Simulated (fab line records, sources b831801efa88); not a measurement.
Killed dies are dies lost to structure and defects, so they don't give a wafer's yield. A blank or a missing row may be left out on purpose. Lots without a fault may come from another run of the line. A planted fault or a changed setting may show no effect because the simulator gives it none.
fab line records | flow sky130
record lots=13 wafers=39 last_day=50
route steps=708 shown FIELD_ISO@3 NWELL@78 PAD_OPEN@708
lots that met no fault: from a run of the same line without faults
start_h: hours from the record's first day to the start of the lot's first wafer shown | wait_h: hours since the lot's step before | " the same as in the row above | L1.1+2: a row that stands for several wafers | - no value, or no start given | * or withheld: withheld | < > ~ a bound
route shown NAME@n: a module of which the file shows steps, and the number in the route of the first | usual: mean/standard deviation of fault-free wafers | same: alike in all rows | chamber/n: place in a boat | sites: the reading at each site | _std_site: their standard deviation | _edge_site: outer sites' mean less inner sites' | radius_mm: how far each site lies from the wafer's centre | mask NAME#n: copy n | behind: the tool/chamber that last shaped the wafer | hold: why the lot was held/for how many hours/how that ended | device: the transistor (n, p or np) that didn't switch | end of line: the same wafers' tests at the end of the route | a step without rows: its recipe alone | killed: dies lost to structure and defects at the first sort, not the wafer's yield | map: a wafer's dies, x killed, . not, _ none there
set.NAME: the setting as run; set.NAME@STEP: as run at that earlier step | model.NAME: the simulator's own value behind a step, which no gauge read
steps of the route over a sample of lots; a table a step, a row a wafer
services: from which hour (start_h, from the record's first day; less than 0 if before it) a tool's chamber was out of use, for how many hours, and why
## steps
# step SKY_FIELD_ISO_THK_MEAS_02
# recipe reads=SiO2_of_FIELD_ISO_OXIDATION_01
# usual FIELD_ISO_OXIDATION_00_THK=11.99/0.2
# columns lot.wafer tool chamber start_h wait_h FIELD_ISO_OXIDATION_00_THK[nm]
L759.1 film_metro-02 - 11.69 0.0 12.36
L759.2 " - " " 12.12
L759.3 " - " " 12.41
L762.1 film_metro-03 - 28.70 0.0 12.29
L762.4 " - " " 12.19
L762.5 " - " " 12.40
L763.3 film_metro-02 - 33.24 0.0 12.09
L763.5 " - " " 12.20
L763.6 " - " " 12.12
L764.1 film_metro-01 - 37.53 0.0 12.38
L764.3 " - " " 12.13
L764.4 " - " " 12.15
L765.1 film_metro-02 - 41.93 0.0 11.88
L765.2 " - " " 11.99
L765.4 " - " " 12.01
L766.3 film_metro-01 - 48.01 0.0 11.88
L766.5 " - " " 12.01
L766.6 " - " " 11.95
L767.1 film_metro-03 - 51.63 0.0 11.98
L767.3 " - " " 11.96
L767.5 " - " " 12.12
L768.1 film_metro-02 - 56.98 0.0 11.92
L768.2 " - " " 12.16
L768.4 " - " " 11.75
L769.2 film_metro-02 - 62.74 0.0 11.92
L769.3 " - " " 11.97
L769.4 " - " " 11.97
L778.3 film_metro-03 - 106.65 0.0 11.99
L778.4 " - " " 11.92
L778.5 " - " " 11.92
L780.2 film_metro-02 - 116.64 0.0 11.84
L780.3 " - " " 11.89
L780.4 " - " " 11.96
L781.2 film_metro-02 - 121.64 0.0 12.08
L781.3 " - " " 11.90
L781.4 " - " " 12.03
L782.2 film_metro-03 - 126.74 0.0 11.93
L782.4 " - " " 12.08
L782.6 " - " " 11.99
# step SKY_FIELD_ISO_CMP_27
# recipe stop_on=Si3N4 t_overpolish_s=16 down_force_psi=4 platen_rpm=60 target_thk_nm=457.8 pad_velocity_m_s=0.94248
# usual motor_current_A=11.9/1.3 overpolish_run_s=16.000/0.0096 time_to_endpoint_s=109/5.5
# columns lot.wafer tool chamber start_h wait_h motor_current_A overpolish_run_s time_to_endpoint_s
L759.3 cmp-02 2 38.95 3.0 14.3 16.009 116
L759.1 " 3 " " 10.0 16.010 111
L759.2 " 1 " " 13.1 16.003 122
L762.4 cmp-01 2 50.24 0.1 12.0 15.982 107
L762.1 " 0 " " 11.3 15.993 109
L762.5 " 2 " " 12.0 15.995 105
L763.3 cmp-02 2 55.67 0.1 14.3 16.002 115
L763.6 " 3 " " 9.2 15.986 114
L763.5 " 0 " " 11.2 16.007 111
L764.4 cmp-02 3 61.31 0.0 9.5 16.000 113
L764.3 " 0 " " 11.4 16.007 113
L764.1 " 2 " " 14.4 15.999 116
L765.4 cmp-01 1 64.23 0.0 11.5 15.998 105
L765.2 " 3 " " 12.4 15.991 114
L765.1 " 0 " " 11.5 16.012 111
L767.1 cmp-01 3 73.90 0.0 12.3 15.999 101
L767.3 " 0 " " 11.4 15.998 99
L767.5 " 3 " " 12.0 16.005 104
L766.3 cmp-02 2 74.05 0.1 14.0 16.004 108
L766.5 " 3 " " 9.5 15.998 105
L766.6 " 0 " " 11.2 15.996 105
L768.2 cmp-02 0 79.07 0.0 10.9 16.009 105
L768.1 " 1 " " 12.8 15.982 118
L768.4 " 3 " " 9.6 15.989 105
L769.4 cmp-01 3 86.78 0.0 12.2 16.022 106
L769.3 " 0 " " 11.5 15.994 114
L769.2 " 1 " " 12.1 15.990 108
L778.4 cmp-01 3 132.73 0.1 12.8 15.982 106
L778.3 " 0 " " 11.5 16.006 106
L778.5 " 3 " " 12.8 15.990 105
L780.2 cmp-02 3 140.91 0.0 9.4 15.994 104
L780.4 " 1 " " 12.1 16.006 113
L780.3 " 2 " " 14.3 16.013 106
L781.3 cmp-02 3 147.88 0.0 9.7 15.992 100
L781.4 " 0 " " 11.9 15.995 100
L781.2 " 1 " " 13.1 15.996 115
L782.2 cmp-01 2 152.28 0.0 11.6 16.002 112
L782.4 " 0 " " 11.6 16.015 105
L782.6 " 3 " " 12.2 15.995 111
# step SKY_FIELD_ISO_WET_ETCH_28
# recipe chemistry=dHF target_depth_nm=23.7 target=SiO2 dilution=10:1 temp_c=25 time_s=47
# usual run_length_s=74.4/2.9
# columns lot.wafer tool chamber start_h wait_h run_length_s
L759.1 wet_bench-03 0 39.25 0.2 79.8
L759.2 " 0 " " 79.8
L759.3 " 0 " " 79.8
L762.1 wet_bench-03 0 50.49 0.1 73.7
L762.4 " 0 " " 73.7
L762.5 " 0 " " 73.7
L763.3 wet_bench-04 0 55.82 0.1 71.7
L763.5 " 0 " " 71.7
L763.6 " 0 " " 71.7
L764.1 wet_bench-01 0 61.61 0.1 74.0
L764.3 " 0 " " 74.0
L764.4 " 0 " " 74.0
L765.1 wet_bench-01 2 64.53 0.1 71.8
L765.2 " 2 " " 71.8
L765.4 " 2 " " 71.8
L766.3 wet_bench-01 3 74.20 0.1 134.1
L766.5 " 3 " " 134.1
L766.6 " 3 " " 134.1
L767.1 wet_bench-01 3 74.20 0.2 135.1
L767.3 " 3 " " 135.1
L767.5 " 3 " " 135.1
L768.1 wet_bench-04 3 79.37 0.2 78.1
L768.2 " 3 " " 78.1
L768.4 " 3 " " 78.1
L769.2 wet_bench-01 1 87.08 0.1 133.1
L769.3 " 1 " " 133.1
L769.4 " 1 " " 133.1
L778.3 wet_bench-04 1 132.98 0.1 73.0
L778.4 " 1 " " 73.0
L778.5 " 1 " " 73.0
L780.2 wet_bench-03 3 141.21 0.2 72.3
L780.3 " 3 " " 72.3
L780.4 " 3 " " 72.3
L781.2 wet_bench-04 2 148.18 0.1 79.7
L781.3 " 2 " " 79.7
L781.4 " 2 " " 79.7
L782.2 wet_bench-03 2 152.58 0.2 72.0
L782.4 " 2 " " 72.0
L782.6 " 2 " " 72.0
# step SKY_NWELL_STRIP_25
# recipe chemistry=O2/N2 power_w=1400 pressure_mtorr=1500 platen_temp_c=withheld o2_flow_sccm=3000 n2_flow_sccm=300 overash_fraction=0.5
# usual drypump_motor_current_A=5.78/0.26 oes_product_au=0.722/0.0045 strip_time_to_endpoint_s=37.00/0.11
# columns lot.wafer tool chamber start_h wait_h drypump_motor_current_A oes_product_au rf_hours_counter_h strip_time_to_endpoint_s
L759.1 plasma_asher-02 1 109.19 0.1 5.71 0.723 27 36.98
L759.2 " 0 " " 6.00 0.720 27 36.92
L759.3 " 0 " " 5.98 0.733 - 37.08
L762.1 plasma_asher-01 1 123.03 0.1 5.81 0.717 1 37.03
L762.4 " 0 " " 5.89 0.721 - 36.95
L762.5 " 1 " " 5.80 0.729 - 37.03
L763.3 plasma_asher-01 1 127.93 0.1 5.82 0.716 - 37.04
L763.5 " 0 " " 5.88 0.727 - 36.97
L763.6 " 1 " " 5.79 0.724 - 36.99
L764.1 plasma_asher-01 0 135.73 0.1 5.88 0.712 2 37.34
L764.3 " 1 " " 5.82 0.720 - 37.18
L764.4 " 0 " " 5.87 0.721 - 37.37
L765.1 plasma_asher-04 1 142.68 0.1 5.03 0.724 46 36.96
L765.2 " 0 " " 5.73 0.721 46 37.02
L765.4 " 1 " " 4.99 0.726 - 37.02
L766.3 plasma_asher-02 0 151.27 0.1 6.01 0.724 - 37.16
L766.5 " 1 " " 5.68 0.713 - 37.05
L766.6 " 0 " " 6.03 0.722 - 36.94
L767.1 plasma_asher-02 0 151.89 0.1 6.03 0.729 30 36.85
L767.3 " 0 " " 6.00 0.723 - 36.98
L767.5 " 1 " " 5.72 0.723 - 37.00
L768.1 plasma_asher-02 1 156.48 0.1 5.72 0.722 31 37.02
L768.2 " 0 " " 6.04 0.725 31 37.00
L768.4 " 1 " " 5.72 0.727 - 36.85
L769.2 plasma_asher-02 1 166.18 0.1 5.72 0.722 32 36.94
L769.3 " 0 " " 6.03 0.717 - 36.89
L769.4 " 1 " " 5.71 0.721 - 36.86
L778.3 plasma_asher-04 1 219.22 0.1 5.02 0.733 - 36.97
L778.4 " 0 " " 5.73 0.716 - 37.03
L778.5 " 0 " " 5.75 0.723 - 37.12
L780.2 plasma_asher-01 0 229.89 0.1 5.84 0.727 10 37.15
L780.3 " 0 " " 5.87 0.724 - 37.06
L780.4 " 1 " " 5.79 0.730 - 37.03
L781.2 plasma_asher-04 1 236.33 0.1 5.02 0.722 56 37.09
L781.3 " 1 " " 5.01 0.725 - 37.05
L781.4 " 0 " " 5.72 0.715 - 36.98
L782.2 plasma_asher-02 1 243.64 0.1 5.69 0.723 39 36.91
L782.4 " 0 " " 6.05 0.725 - 36.89
L782.6 " 1 " " 5.72 0.720 - 36.95
# step SKY_PAD_OPEN_PROBE_99
# usual killed_at_M0_to_M3=41/6.2 killed_at_M4_up=3.0/1.7 killed_at_contacts=25/5.8 killed_at_front_end=16/4.5 killed_at_other=0.2/0.42 killed_dies=85/8.4 killed_open=46/5.9 killed_short=39/6.3
# same gross_dies=492 killed_at_back_side=0
# columns lot.wafer tool chamber start_h wait_h killed_at_M0_to_M3 killed_at_M4_up killed_at_contacts killed_at_front_end killed_at_other killed_dies killed_open killed_short
L763.3 prober-02 - 1104.37 0.2 30 0 14 17 0 61 37 24
L763.5 prober-02 - 1104.47 0.2 43 7 29 9 0 88 56 32
L763.6 prober-02 - 1104.52 0.2 36 2 26 20 0 84 40 44
L764.1 prober-01 - 1111.30 0.1 39 3 37 9 0 88 42 46
L764.3 prober-01 - 1111.40 0.2 47 1 33 20 0 101 47 54
L764.4 prober-01 - 1111.45 0.2 54 2 23 20 0 99 48 51
L765.1 prober-02 - 1120.05 0.1 38 4 15 13 0 70 35 35
L765.2 prober-02 - 1120.10 0.1 40 4 25 16 0 85 41 44
L765.4 prober-02 - 1120.20 0.2 32 4 19 10 0 65 35 30
L766.3 prober-01 - 1126.49 0.2 39 1 37 20 0 97 45 52
L766.5 prober-01 - 1126.59 0.2 49 6 22 19 0 96 51 44
L766.6 prober-01 - 1126.64 0.2 37 3 27 14 0 81 47 34
L767.1 prober-02 - 1127.87 0.1 34 2 19 13 1 69 39 30
L767.3 prober-02 - 1127.97 0.2 44 1 20 17 1 83 48 35
L767.5 prober-02 - 1128.07 0.2 43 2 20 7 0 72 41 31
L768.1 prober-01 - 1131.65 0.1 45 2 25 9 0 81 49 31
L768.2 prober-01 - 1131.70 0.1 41 2 28 18 1 90 51 38
L768.4 prober-01 - 1131.80 0.2 51 3 24 16 0 94 45 46
L769.2 prober-02 - 1142.82 0.1 52 0 23 30 0 105 54 51
L769.3 prober-02 - 1142.87 0.2 50 3 24 12 0 89 45 43
L769.4 prober-02 - 1142.92 0.2 41 3 19 19 0 82 37 44
L780.2 prober-01 - 1191.62 0.1 43 5 24 25 0 97 45 52
L780.3 prober-01 - 1191.67 0.2 27 1 27 30 1 86 55 30
L780.4 prober-01 - 1191.72 0.2 30 1 26 17 1 75 37 37
# killed by level:class
L763.3 FIELD_ISO:geometric_particle:open=8 VIA3:geometric_particle:open=6 VIA2:geometric_particle:open=6 CONTACT:geometric_particle:open=5 VIA1:geometric_particle:short=5 FIELD_ISO:geometric_particle:short=4 LI_CONTACT:geometric_particle:open=3 LOCAL_INTERCONNECT:geometric_particle:short=3
L763.5 CONTACT:geometric_particle:open=13 VIA1:geometric_particle:open=11 VIA2:geometric_particle:open=9 CONTACT:geometric_particle:short=9 VIA3:geometric_particle:open=4 VIA1:geometric_particle:short=4 LI_CONTACT:geometric_particle:open=3 METAL2:geometric_particle:short=3
L763.6 CONTACT:geometric_particle:short=11 VIA3:geometric_particle:open=8 CONTACT:geometric_particle:open=7 FIELD_ISO:geometric_particle:open=6 FIELD_ISO:geometric_particle:short=6 METAL2:geometric_particle:short=5 VIA2:geometric_particle:open=5 VIA1:geometric_particle:short=4
L764.1 CONTACT:geometric_particle:open=15 LOCAL_INTERCONNECT:geometric_particle:short=8 VIA3:geometric_particle:open=8 LI_CONTACT:geometric_particle:short=6 VIA1:geometric_particle:open=5 METAL2:geometric_particle:short=5 POLY_GATE:geometric_particle:short=4 METAL1:geometric_particle:short=4
L764.3 CONTACT:geometric_particle:open=15 METAL1:geometric_particle:short=9 LI_CONTACT:geometric_particle:open=8 METAL2:geometric_particle:short=6 LOCAL_INTERCONNECT:geometric_particle:short=6 VIA1:geometric_particle:open=6 VIA3:geometric_particle:short=6 METAL3:geometric_particle:short=5
L764.4 CONTACT:geometric_particle:open=9 VIA3:geometric_particle:open=9 VIA1:geometric_particle:open=8 METAL1:geometric_particle:short=8 FIELD_ISO:geometric_particle:open=7 VIA1:geometric_particle:short=6 METAL2:geometric_particle:short=6 VIA3:geometric_particle:short=6
L765.1 VIA1:geometric_particle:open=10 VIA2:geometric_particle:open=7 METAL1:geometric_particle:short=5 VIA3:geometric_particle:open=5 FIELD_ISO:geometric_particle:short=4 POLY_GATE:geometric_particle:short=4 LI_CONTACT:geometric_particle:short=4 CONTACT:geometric_particle:open=4
L765.2 CONTACT:geometric_particle:open=10 VIA1:geometric_particle:open=10 VIA3:geometric_particle:open=8 METAL1:geometric_particle:short=7 METAL2:geometric_particle:short=6 LI_CONTACT:geometric_particle:short=5 LOCAL_INTERCONNECT:geometric_particle:short=5 FIELD_ISO:geometric_particle:short=4
L765.4 CONTACT:geometric_particle:open=9 VIA2:geometric_particle:open=6 VIA1:geometric_particle:short=6 VIA3:geometric_particle:open=6 FIELD_ISO:geometric_particle:open=5 METAL1:geometric_particle:short=4 VIA3:geometric_particle:short=4 METAL4:geometric_particle:short=4
L766.3 LI_CONTACT:geometric_particle:open=15 METAL2:geometric_particle:short=11 LOCAL_INTERCONNECT:geometric_particle:short=10 VIA1:geometric_particle:open=9 FIELD_ISO:geometric_particle:short=7 CONTACT:geometric_particle:open=6 VIA1:geometric_particle:short=6 FIELD_ISO:geometric_particle:open=5
L766.5 CONTACT:geometric_particle:open=10 VIA3:geometric_particle:open=9 METAL1:geometric_particle:short=7 VIA1:geometric_particle:open=7 VIA2:geometric_particle:short=7 CONTACT:geometric_particle:short=5 POLY_GATE:geometric_particle:open=5 VIA2:geometric_particle:open=5
L766.6 CONTACT:geometric_particle:open=12 VIA2:geometric_particle:open=7 VIA1:geometric_particle:short=6 VIA1:geometric_particle:open=6 POLY_GATE:geometric_particle:open=5 LI_CONTACT:geometric_particle:open=5 LOCAL_INTERCONNECT:geometric_particle:short=5 METAL2:geometric_particle:short=5
L767.1 CONTACT:geometric_particle:open=7 VIA2:geometric_particle:open=6 LI_CONTACT:geometric_particle:open=5 VIA3:geometric_particle:open=5 METAL1:geometric_particle:short=4 POLY_GATE:geometric_particle:open=4 POLY_GATE:geometric_particle:short=4 VIA1:geometric_particle:open=4
L767.3 VIA1:geometric_particle:open=11 VIA2:geometric_particle:open=10 VIA3:geometric_particle:open=7 LOCAL_INTERCONNECT:geometric_particle:short=6 METAL2:geometric_particle:short=5 FIELD_ISO:geometric_particle:short=4 FIELD_ISO:geometric_particle:open=4 LI_CONTACT:geometric_particle:open=4
L767.5 VIA1:geometric_particle:open=13 CONTACT:geometric_particle:open=8 VIA1:geometric_particle:short=7 METAL1:geometric_particle:short=5 VIA3:geometric_particle:open=5 LI_CONTACT:geometric_particle:open=4 LOCAL_INTERCONNECT:geometric_particle:short=4 FIELD_ISO:geometric_particle:open=3
L768.1 CONTACT:geometric_particle:open=17 VIA1:geometric_particle:open=8 VIA3:geometric_particle:open=7 METAL3:geometric_particle:short=6 METAL1:geometric_particle:short=6 VIA2:geometric_particle:open=6 POLY_GATE:geometric_particle:open=5 LOCAL_INTERCONNECT:geometric_particle:short=4
L768.2 CONTACT:geometric_particle:open=14 VIA1:geometric_particle:open=9 METAL1:geometric_particle:short=7 VIA3:geometric_particle:open=7 POLY_GATE:geometric_particle:open=5 METAL2:geometric_particle:short=5 POLY_GATE:geometric_particle:short=4 FIELD_ISO:geometric_particle:short=3
L768.4 METAL1:geometric_particle:short=13 CONTACT:geometric_particle:open=10 VIA1:geometric_particle:open=7 METAL2:geometric_particle:short=7 VIA3:geometric_particle:open=7 LOCAL_INTERCONNECT:geometric_particle:short=5 VIA2:geometric_particle:open=5 FIELD_ISO:geometric_particle:short=4
L769.2 METAL1:geometric_particle:short=10 VIA1:geometric_particle:open=9 VIA2:geometric_particle:open=9 FIELD_ISO:geometric_particle:short=7 POLY_GATE:geometric_particle:short=7 POLY_GATE:geometric_particle:open=6 CONTACT:geometric_particle:open=6 VIA3:geometric_particle:open=6
L769.3 VIA1:geometric_particle:open=16 CONTACT:geometric_particle:open=8 POLY_GATE:geometric_particle:open=6 VIA1:geometric_particle:short=6 LOCAL_INTERCONNECT:geometric_particle:short=5 METAL2:geometric_particle:short=5 CONTACT:geometric_particle:short=4 METAL1:geometric_particle:short=4
L769.4 VIA1:geometric_particle:open=9 VIA1:geometric_particle:short=8 VIA3:geometric_particle:open=6 FIELD_ISO:geometric_particle:open=5 CONTACT:geometric_particle:short=5 CONTACT:geometric_particle:open=5 METAL2:geometric_particle:short=5 FIELD_ISO:geometric_particle:short=4
L780.2 LOCAL_INTERCONNECT:geometric_particle:short=10 METAL1:geometric_particle:short=8 VIA1:geometric_particle:open=8 METAL2:geometric_particle:short=8 POLY_GATE:geometric_particle:open=6 CONTACT:geometric_particle:open=6 FIELD_ISO:geometric_particle:short=5 FIELD_ISO:geometric_particle:open=5
L780.3 CONTACT:geometric_particle:open=11 FIELD_ISO:geometric_particle:open=9 POLY_GATE:geometric_particle:open=8 VIA2:geometric_particle:open=6 LI_CONTACT:geometric_particle:open=6 VIA1:geometric_particle:open=6 FIELD_ISO:geometric_particle:short=5 CONTACT:geometric_particle:short=5
L780.4 CONTACT:geometric_particle:open=9 CONTACT:geometric_particle:short=7 VIA3:geometric_particle:open=6 VIA1:geometric_particle:short=5 FIELD_ISO:geometric_particle:short=4 FIELD_ISO:geometric_particle:open=4 POLY_GATE:geometric_particle:short=4 LI_CONTACT:geometric_particle:open=4
## services
# columns tool chamber start_h hours kind
wet_bench-04 - 24.86 2.3 repair
cmp-01 - 33.53 7.5 pm
cmp-02 - 64.00 4.0 pm
cmp-02 - 68.00 - consumable_replace:conditioner
cmp-02 - 68.00 - consumable_replace:pad
wet_bench-03 - 89.92 1.7 repair
cmp-01 - 95.36 1.4 repair
plasma_asher-01 - 108.75 9.0 pm
plasma_asher-01 0 108.75 9.0 vent_cycle
plasma_asher-01 1 108.75 9.0 vent_cycle
cmp-02 - 111.57 9.0 pm
cmp-01 - 114.52 3.7 repair
cmp-02 - 128.13 2.9 repair
plasma_asher-02 - 137.41 11.5 repair
plasma_asher-01 - 146.34 14.6 pm
plasma_asher-01 - 163.35 1.4 repair
plasma_asher-04 - 176.56 2.9 repair
cmp-01 - 194.43 0.4 repair
wet_bench-01 - 209.84 1.8 repair
plasma_asher-04 - 224.98 0.9 repair
cmp-01 - 232.00 4.0 pm
cmp-01 - 236.00 - consumable_replace:conditioner
cmp-01 - 236.00 - consumable_replace:pad
cmp-01 - 240.67 4.8 repair
## key
first_sign step=SKY_FIELD_ISO_WET_ETCH_28 reading=run_length_s direction=up sigmas=21 usual=* struck=*
effect none on later readings
met_at SKY_FIELD_ISO_WET_ETCH_28
struck_lots L766,L767,L769
tester_left_out L766,L767,L769
not_acting_at SKY_FIELD_ISO_THK_MEAS_02,SKY_FIELD_ISO_CMP_27,SKY_NWELL_STRIP_25
onset_between 64.53 74.20
fault kind=process_parameter_drift tool=wet_bench-01 chamber=- onset_h=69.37 steps=SKY_FIELD_ISO_WET_ETCH_28 channel=time_s offset=* shape=step end_h=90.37 acts_in=* stated=*
# tester_left_out: of these lots the tester's yield and bins aren't shown, on N5 and GAA mostly nor the transistor test; their killed dies are dies lost to structure and defects alone, not to doping, threshold or leakage, so they don't give the yield
